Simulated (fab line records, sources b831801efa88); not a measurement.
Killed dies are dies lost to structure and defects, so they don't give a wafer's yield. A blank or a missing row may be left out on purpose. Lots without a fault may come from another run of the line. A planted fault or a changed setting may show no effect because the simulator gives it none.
fab line records | flow gf180mcu | part 2 of 2: steps 26 to 37 of 37
record lots=5 wafers=15 last_day=33
route steps=602 shown VT_IMPLANT@102 MVSD@136 NWELL@137 LVPWELL@138
lots that met no fault: from a run of the same line without faults
start_h: hours from the record's first day to the start of the lot's first wafer shown | wait_h: hours since the lot's step before | " the same as in the row above | L1.1+2: a row that stands for several wafers | - no value, or no start given | * or withheld: withheld | < > ~ a bound
route shown NAME@n: a module of which the file shows steps, and the number in the route of the first | usual: mean/standard deviation of fault-free wafers | same: alike in all rows | chamber/n: place in a boat | sites: the reading at each site | _std_site: their standard deviation | _edge_site: outer sites' mean less inner sites' | radius_mm: how far each site lies from the wafer's centre | mask NAME#n: copy n | behind: the tool/chamber that last shaped the wafer | hold: why the lot was held/for how many hours/how that ended | device: the transistor (n, p or np) that didn't switch | end of line: the same wafers' tests at the end of the route | a step without rows: its recipe alone | killed: dies lost to structure and defects at the first sort, not the wafer's yield | map: a wafer's dies, x killed, . not, _ none there
set.NAME: the setting as run; set.NAME@STEP: as run at that earlier step | model.NAME: the simulator's own value behind a step, which no gauge read
lots at some steps of the route; a table a step, a row a wafer
services: from which hour (start_h, from the record's first day; less than 0 if before it) a tool's chamber was out of use, for how many hours, and why
## steps
# step GF_VT_IMPLANT_EXPOSE_37
# recipe mask_id=Nwell_HV_AREA target_cd_nm=860 na=0.6 source_shape=conventional sigma_outer=0.6 dose_mj=140
# usual focus_offset_nm=-0.1/0.5
# same na=0.6
# columns lot.wafer tool chamber start_h wait_h mask focus_offset_nm
L075.1 iline_stepper-02 0 - - Nwell_HV_AREA#0 -0.6
L075.4 " 0 " " Nwell_HV_AREA#0 -0.7
L075.6 " 0 " " Nwell_HV_AREA#0 -0.6
L079.2 iline_stepper-02 0 - - Nwell_HV_AREA#0 0.7
L079.3 " 0 " " Nwell_HV_AREA#0 0.5
L079.5 " 0 " " Nwell_HV_AREA#0 -0.3
L088.3 iline_stepper-01 0 - - Nwell_HV_AREA#0 0.3
L088.4 " 0 " " Nwell_HV_AREA#0 0.7
L088.6 " 0 " " Nwell_HV_AREA#0 -0.4
L089.1 iline_stepper-02 0 - - Nwell_HV_AREA#0 -0.9
L089.4 " 0 " " Nwell_HV_AREA#0 -1.0
L089.6 " 0 " " Nwell_HV_AREA#0 -0.7
L092.3 iline_stepper-02 0 - - Nwell_HV_AREA#0 -0.4
L092.5 " 0 " " Nwell_HV_AREA#0 0.2
L092.6 " 0 " " Nwell_HV_AREA#0 0.2
# step GF_VT_IMPLANT_PEB_38
# recipe temp_c=withheld time_s=* resist=NOVOLAK
# columns lot.wafer tool chamber start_h wait_h
L075.1+4+6 litho_track-04 0 - -
L079.2+3+5 litho_track-03 0 - -
L088.3+4+6 litho_track-04 0 - -
L089.1+4+6 litho_track-03 0 - -
L092.3+5+6 litho_track-03 0 - -
# step GF_VT_IMPLANT_DEVELOP_39
# recipe develop_time_s=60 dev_temp_c=23
# columns lot.wafer tool chamber start_h wait_h
L075.1+4+6 litho_track-04 0 154.86 0.1
L079.2+3+5 litho_track-03 0 189.07 0.1
L088.3+4+6 litho_track-04 0 259.76 0.1
L089.1+4+6 litho_track-03 0 265.24 0.1
L092.3+5+6 litho_track-03 0 280.89 0.1
# step GF_VT_IMPLANT_OVL_MEAS_40
# usual VT_IMPLANT_03_OVL=1.1/1.5
# columns lot.wafer tool chamber start_h wait_h VT_IMPLANT_03_OVL[nm]
L075.1 overlay-02 - 155.01 0.1 0.1
L075.4 " - " " 1.9
L075.6 " - " " 2.6
L079.2 overlay-02 - 189.20 0.1 1.7
L079.3 " - " " 2.1
L079.5 " - " " 1.2
L088.3 overlay-02 - 259.87 0.1 0.6
L088.4 " - " " -1.7
L088.6 " - " " 1.3
L089.1 overlay-01 - 265.39 0.1 -1.8
L089.4 " - " " 1.1
L089.6 " - " " 0.7
L092.3 overlay-02 - 281.00 0.1 2.3
L092.5 " - " " 3.7
L092.6 " - " " 1.5
# step GF_VT_IMPLANT_IMPLANT_41
# recipe species=As energy_kev=70 dose_cm2=1.013e+12 tilt_deg=7
# columns lot.wafer tool chamber start_h wait_h
L075.1+4+6 implanter-01 0 155.04 0.0
L079.2+3+5 implanter-02 0 189.25 0.0
L088.3+4+6 implanter-04 0 259.94 0.1
L089.1+4+6 implanter-04 0 265.43 0.0
L092.3+5+6 implanter-01 0 281.08 0.1
# step GF_VT_IMPLANT_STRIP_42
# recipe chemistry=O2/N2 power_w=1400 pressure_mtorr=1500 platen_temp_c=250 o2_flow_sccm=3000 n2_flow_sccm=300 overash_fraction=0.5
# usual chamber_pressure_mTorr=1500.0/1.3 drypump_motor_current_A=5.7/0.55 heater_power_w=335/42 oes_product_au=0.716/0.004 strip_time_to_endpoint_s=12.62/0.035
# columns lot.wafer tool chamber start_h wait_h chamber_pressure_mTorr drypump_motor_current_A heater_power_w oes_product_au rf_hours_counter_h strip_time_to_endpoint_s
L075.1 plasma_asher-02 1 155.19 0.1 1499.0 5.6 298 0.716 4 12.60
L075.4 " 1 " " 1499.0 5.6 297 0.710 - 12.62
L075.6 " 1 " " 1501.8 5.7 293 0.714 - 12.62
L079.2 plasma_asher-04 1 189.38 0.1 1499.1 5.5 286 0.709 54 12.61
L079.3 " 0 " " 1501.2 6.6 388 0.721 - 12.64
L079.5 " 1 " " 1501.8 5.5 290 0.710 - 12.62
L088.3 plasma_asher-04 1 260.08 0.1 1499.2 5.5 297 0.715 - 12.61
L088.4 " 0 " " 1501.9 6.6 387 0.713 - 12.62
L088.6 " 1 " " 1501.1 5.6 294 0.714 - 12.59
L089.1 plasma_asher-01 0 265.58 0.1 1500.7 4.9 313 0.725 48 12.60
L089.4 " 0 " " 1500.2 4.9 307 0.715 - 12.63
L089.6 " 0 " " 1500.8 4.9 310 0.717 - 12.61
L092.3 plasma_asher-02 1 281.21 0.1 1500.2 5.6 298 0.716 - 12.63
L092.5 " 1 " " 1498.7 5.6 289 0.715 - 12.63
L092.6 " 0 " " 1501.0 5.3 393 0.721 - 12.67
# step GF_VT_IMPLANT_TW_MEAS_43
# usual VT_IMPLANT_4_TW=698/6.5
# columns lot.wafer tool chamber start_h wait_h VT_IMPLANT_4_TW
L075.1 film_metro-04 - 155.29 0.1 706
L075.4 " - " " 703
L075.6 " - " " 702
L079.2 film_metro-04 - 189.49 0.1 704
L079.3 " - " " 702
L079.5 " - " " 704
L088.3 film_metro-04 - 260.16 0.1 706
L088.4 " - " " 704
L088.6 " - " " 706
L089.1 film_metro-03 - 265.68 0.1 706
L089.4 " - " " 702
L089.6 " - " " 705
L092.3 film_metro-04 - 281.30 0.1 702
L092.5 " - " " 705
L092.6 " - " " 704
# step GF_VT_IMPLANT_CLEAN_44
# recipe chemistry=SC1/SC2 mix=1:4:20 temp_c=70 time_s=150 dry=n2_spin
# columns lot.wafer tool chamber start_h wait_h
L075.1+4+6 wet_bench-03 3 155.35 0.1
L079.2+3+5 wet_bench-03 3 189.54 0.0
L088.3+4+6 wet_bench-01 2 260.20 0.0
L089.1+4+6 wet_bench-01 0 265.74 0.1
L092.3+5+6 wet_bench-03 1 281.34 0.0
# step GF_VT_IMPLANT_RTA_45
# recipe temp_c=1050 time_s=30 ambient=N2
# usual lamp_power_pct=36.23/0.13 wafer_temp_C_max=1054.1/0.81
# columns lot.wafer tool chamber start_h wait_h lamp_power_pct wafer_temp_C_max
L075.1 rtp_anneal-01 0 155.40 0.0 36.14 1054.7
L075.4 " 0 " " 36.14 1054.2
L075.6 " 0 " " 36.10 1053.8
L079.2 rtp_anneal-01 0 189.61 0.0 36.12 1054.5
L079.3 " 0 " " 36.12 1054.3
L079.5 " 0 " " 36.14 1053.3
L088.3 rtp_anneal-02 0 260.29 0.0 36.37 1054.7
L088.4 " 0 " " 36.40 1054.6
L088.6 " 0 " " 36.38 1055.1
L089.1 rtp_anneal-01 0 265.79 0.0 36.05 1053.7
L089.4 " 0 " " 36.14 1054.5
L089.6 " 0 " " 36.17 1054.6
L092.3 rtp_anneal-02 0 281.42 0.0 36.39 1053.8
L092.5 " 0 " " 36.42 1056.2
L092.6 " 0 " " 36.36 1054.7
# step GF_VT_IMPLANT_RS_MEAS_46
# recipe thk_meas_gauge=four-point-probe
# usual MVSD_RS=456.7/1.1
# columns lot.wafer tool chamber start_h wait_h MVSD_RS[ohm/sq]
L075.1 film_metro-03 - 155.50 0.1 456.8
L075.4 " - " " 457.6
L075.6 " - " " 456.9
L079.2 film_metro-01 - 189.71 0.1 459.0
L079.3 " - " " 459.3
L079.5 " - " " 458.1
L088.3 film_metro-03 - 260.40 0.1 454.8
L088.4 " - " " 455.2
L088.6 " - " " 455.7
L089.1 film_metro-01 - 265.89 0.1 457.0
L089.4 " - " " 458.0
L089.6 " - " " 457.1
L092.3 film_metro-01 - 281.53 0.1 458.5
L092.5 " - " " 457.2
L092.6 " - " " 456.9
# step GF_VT_IMPLANT_RS_MEAS_47
# recipe thk_meas_gauge=four-point-probe
# usual NWELL_RS=487.8/1.2
# columns lot.wafer tool chamber start_h wait_h NWELL_RS[ohm/sq]
L075.1 film_metro-03 - 155.62 0.1 487.0
L075.4 " - " " 487.5
L075.6 " - " " 486.2
L079.2 film_metro-01 - 189.83 0.1 487.7
L079.3 " - " " 488.2
L079.5 " - " " 488.4
L088.3 film_metro-03 - 260.52 0.1 488.1
L088.4 " - " " 488.7
L088.6 " - " " 486.6
L089.1 film_metro-01 - 266.01 0.1 489.4
L089.4 " - " " 489.2
L089.6 " - " " 487.5
L092.3 film_metro-01 - 281.65 0.1 489.4
L092.5 " - " " 488.9
L092.6 " - " " 489.0
# step GF_VT_IMPLANT_RS_MEAS_48
# recipe thk_meas_gauge=four-point-probe
# usual LVPWELL_RS=1197/3.2
# columns lot.wafer tool chamber start_h wait_h LVPWELL_RS[ohm/sq]
L075.1 film_metro-03 - 155.74 0.1 1197
L075.4 " - " " 1199
L075.6 " - " " 1199
L079.2 film_metro-01 - 189.95 0.1 1195
L079.3 " - " " 1196
L079.5 " - " " 1196
L088.3 film_metro-03 - 260.64 0.1 1195
L088.4 " - " " 1194
L088.6 " - " " 1197
L089.1 film_metro-01 - 266.13 0.1 1197
L089.4 " - " " 1197
L089.6 " - " " 1196
L092.3 film_metro-01 - 281.77 0.1 1199
L092.5 " - " " 1197
L092.6 " - " " 1194
## services
# columns tool chamber start_h hours kind
iline_stepper-02 - 98.95 1.7 pm
plasma_asher-02 - 108.75 9.0 pm
plasma_asher-02 0 108.75 9.0 vent_cycle
plasma_asher-02 1 108.75 9.0 vent_cycle
implanter-02 - 115.70 5.6 pm
plasma_asher-02 0 117.75 - clean
plasma_asher-02 1 117.75 - clean
iline_stepper-01 - 120.34 1.7 pm
implanter-02 - 129.46 5.1 repair
implanter-04 - 136.36 3.7 pm
wet_bench-01 - 145.83 1.5 repair
plasma_asher-02 - 147.64 2.1 repair
plasma_asher-04 - 147.90 2.5 repair
plasma_asher-04 - 154.16 22.3 pm
iline_stepper-01 - 155.67 3.0 repair
rtp_anneal-02 - 188.82 5.0 pm
implanter-01 - 189.99 2.7 pm
implanter-04 - 221.03 2.7 repair
iline_stepper-02 0 223.53 - calibration
rtp_anneal-01 - 260.72 2.3 pm
wet_bench-03 - 274.12 2.6 repair
